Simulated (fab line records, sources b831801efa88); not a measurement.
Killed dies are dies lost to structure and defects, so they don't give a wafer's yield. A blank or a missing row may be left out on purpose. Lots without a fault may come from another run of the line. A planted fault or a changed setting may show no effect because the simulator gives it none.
Which tool did it? | flow sky130 | 12 lots, 36 wafers sampled, at 4 steps of a route of 708

WHAT THE GAUGES READ, wafer by wafer
SKY_SD_N_CD_MEAS_07: target cd 380 nm. Usual: cd_nm 379.6 nm, standard deviation 2.9.
lot  | measured     | on        | cd_nm (nm)        | flag
L787 | day 29 17:53 | cd_sem-01 | 380.9 383.8 381.0 |
L788 | day 29 22:42 | cd_sem-02 | 378.0 381.7 380.8 |
L791 | day 30 05:17 | cd_sem-01 | 381.5 378.2 379.6 |
L790 | day 30 07:32 | cd_sem-02 | 377.1 376.2 375.6 |
L792 | day 30 15:41 | cd_sem-02 | 379.3 380.2 379.8 |
L794 | day 31 06:17 | cd_sem-01 | 376.8 374.2 373.6 |
L796 | day 31 10:26 | cd_sem-02 | 375.1 376.4 375.3 |
L797 | day 31 15:32 | cd_sem-01 | 381.9 382.7 382.2 |
L805 | day 34 04:53 | cd_sem-01 | 352.3 356.7 355.3 | OFF
L806 | day 34 10:24 | cd_sem-02 | 357.5 356.4 353.8 | OFF
L807 | day 35 01:32 | cd_sem-01 | 385.1 384.8 385.4 |
L808 | day 35 01:59 | cd_sem-02 | 383.1 380.4 380.2 |

WHICH TOOL RAN EACH LOT (tool, then ch and the chambers of the sampled wafers, then the start)
lot  | SKY_LDD_HVN_STRIP_09                 | SKY_SD_P_SOFTBAKE_03              | SKY_SD_N_EXPOSE_04
L787 | plasma_asher-04 ch 0,1, day 22 12:04 | litho_track-01 ch 0, day 26 19:16 | iline_stepper-02 ch 0, day 29 04:40
L788 | plasma_asher-03 ch 1, day 22 12:22   | litho_track-01 ch 0, day 26 23:55 | iline_stepper-01 ch 0, day 29 09:17
L791 | plasma_asher-04 ch 0,1, day 22 21:59 | litho_track-02 ch 0, day 27 07:55 | iline_stepper-01 ch 0, day 29 15:37
L790 | plasma_asher-04 ch 0,1, day 22 22:37 | litho_track-02 ch 0, day 27 10:06 | iline_stepper-01 ch 0, day 29 17:23
L792 | plasma_asher-04 ch 0,1, day 23 03:59 | litho_track-04 ch 0, day 27 17:20 | iline_stepper-02 ch 0, day 30 02:30
L794 | plasma_asher-03 ch 0,1, day 23 23:14 | litho_track-04 ch 0, day 28 08:08 | iline_stepper-02 ch 0, day 30 16:22
L796 | plasma_asher-04 ch 0,1, day 24 04:52 | litho_track-04 ch 0, day 28 12:56 | iline_stepper-01 ch 0, day 30 20:06
L797 | plasma_asher-03 ch 0,1, day 24 11:34 | litho_track-04 ch 0, day 28 19:02 | iline_stepper-01 ch 0, day 31 01:45
L805 | plasma_asher-04 ch 0,1, day 27 07:01 | litho_track-02 ch 0, day 31 10:45 | iline_stepper-02 ch 0, day 33 15:21
L806 | plasma_asher-01 ch 0, day 27 11:25   | litho_track-02 ch 0, day 31 15:15 | iline_stepper-02 ch 0, day 33 21:05
L807 | plasma_asher-03 ch 0,1, day 28 01:35 | litho_track-02 ch 0, day 32 05:18 | iline_stepper-01 ch 0, day 34 12:28
L808 | plasma_asher-03 ch 0,1, day 28 06:05 | litho_track-02 ch 0, day 32 06:51 | iline_stepper-01 ch 0, day 34 12:53
- SKY_LDD_HVN_STRIP_09: strips in O2/N2.
- SKY_SD_P_SOFTBAKE_03: time 62.55 s.
- SKY_SD_N_EXPOSE_04: exposes mask NSDM, target cd 380 nm.

WHAT THE TOOLS THEMSELVES READ (means of the sampled wafers that have a number; where no wafer has one, the mark that the record gives instead)
SKY_LDD_HVN_STRIP_09. Usual: drypump_motor_current_A 5.9 A, standard deviation 0.35; oes_product_au 0.408 a.u., standard deviation 0.0042; strip_time_to_endpoint_s 4.133 s, standard deviation 0.013.
lot  | tool            | drypump_motor_current_A (A) | oes_product_au (a.u.) | strip_time_to_endpoint_s (s) | flag
L787 | plasma_asher-04 | 6.0                         | 0.409                 | 4.113                        |
L788 | plasma_asher-03 | 5.9                         | 0.410                 | 4.125                        |
L791 | plasma_asher-04 | 6.0                         | 0.406                 | 4.133                        |
L790 | plasma_asher-04 | 6.0                         | 0.406                 | 4.118                        |
L792 | plasma_asher-04 | 6.1                         | 0.408                 | 4.132                        |
L794 | plasma_asher-03 | 6.3                         | 0.412                 | 4.143                        |
L796 | plasma_asher-04 | 6.0                         | 0.406                 | 4.126                        |
L797 | plasma_asher-03 | 6.1                         | 0.406                 | 4.148                        |
L805 | plasma_asher-04 | 6.0                         | 0.410                 | 4.126                        |
L806 | plasma_asher-01 | 5.8                         | 0.409                 | 4.136                        |
L807 | plasma_asher-03 | 6.3                         | 0.409                 | 4.130                        |
L808 | plasma_asher-03 | 6.3                         | 0.408                 | 4.121                        |

SKY_SD_P_SOFTBAKE_03. Usual: heater_power_total_W 56.52 W, standard deviation 0.047; plate_sensor_t_centre_C 90.757 C, standard deviation 0.011; plate_sensor_t_edge_C 90.829 C, standard deviation 0.0096.
lot  | tool           | heater_power_total_W (W) | plate_sensor_t_centre_C (C) | plate_sensor_t_edge_C (C) | flag
L787 | litho_track-01 | 56.56                    | 90.757                      | 90.815                    |
L788 | litho_track-01 | 56.52                    | 90.755                      | 90.841                    |
L791 | litho_track-02 | 56.50                    | 90.756                      | 90.840                    |
L790 | litho_track-02 | 56.46                    | 90.750                      | 90.824                    |
L792 | litho_track-04 | 56.51                    | 90.761                      | 90.823                    |
L794 | litho_track-04 | 56.52                    | 90.756                      | 90.826                    |
L796 | litho_track-04 | 56.51                    | 90.751                      | 90.824                    |
L797 | litho_track-04 | 56.53                    | 90.755                      | 90.829                    |
L805 | litho_track-02 | 56.52                    | 90.749                      | 90.824                    |
L806 | litho_track-02 | 56.53                    | 90.750                      | 90.815                    |
L807 | litho_track-02 | 56.49                    | 90.765                      | 90.828                    |
L808 | litho_track-02 | 56.54                    | 90.760                      | 90.827                    |

SKY_SD_N_EXPOSE_04. Usual: exposure_dose_mJ_cm2 141.01, standard deviation 0.14.
lot  | tool             | exposure_dose_mJ_cm2 | flag
L787 | iline_stepper-02 | 140.98               |
L788 | iline_stepper-01 | 141.13               |
L791 | iline_stepper-01 | 140.94               |
L790 | iline_stepper-01 | 141.10               |
L792 | iline_stepper-02 | 141.02               |
L794 | iline_stepper-02 | 140.69               |
L796 | iline_stepper-01 | 141.15               |
L797 | iline_stepper-01 | 140.96               |
L805 | iline_stepper-02 | 129.91               | OFF
L806 | iline_stepper-02 | 129.67               | OFF
L807 | iline_stepper-01 | 140.90               |
L808 | iline_stepper-01 | 141.04               |

THE ANSWER, worked out from the rows above alone
Rule: a lot is off if the mean of its wafers that have a number lies more than 3 standard deviations from the usual mean. A lot without any number at a reading at which 4 lots or more have one is off too. The other lots that the step has rows for count as sound. The gauges are gone through in route order, then the tools' own readings, and for those a lot's mean is taken as printed above. The first step at which some lot is off is used, and at that step the reading that is off furthest; a lot without a number counts as furthest.
Off: L805, L806, at SKY_SD_N_CD_MEAS_07 (cd_nm).
A tool fits if, at a process step before that reading, it ran every lot that is off, and no sound lot after the first of them. The gauges at SKY_SD_N_CD_MEAS_07 aren't tried: what is off there is off at SKY_SD_N_EXPOSE_04 too, on other tools, and a gauge's error can't cause that. One fits: iline_stepper-02 at SKY_SD_N_EXPOSE_04. Its last sound lot is L794 (day 30 16:22), its first lot that is off L805 (day 33 15:21): a fault that began between those two fits.
The tool's own readings at SKY_SD_N_EXPOSE_04 bear it out: on the lots that are off they differ by more than 5 times the standard deviation of the sound lots' means. exposure_dose_mJ_cm2 reads 129.79 there against 140.99 on the sound lots.

WHAT THE SIMULATOR HAD PUT IN
Process parameter drift: iline_stepper-02, from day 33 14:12 on, at SKY_SD_N_EXPOSE_04. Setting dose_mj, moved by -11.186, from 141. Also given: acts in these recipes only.
Lots struck among those shown: L805, L806. The rule above found the same.
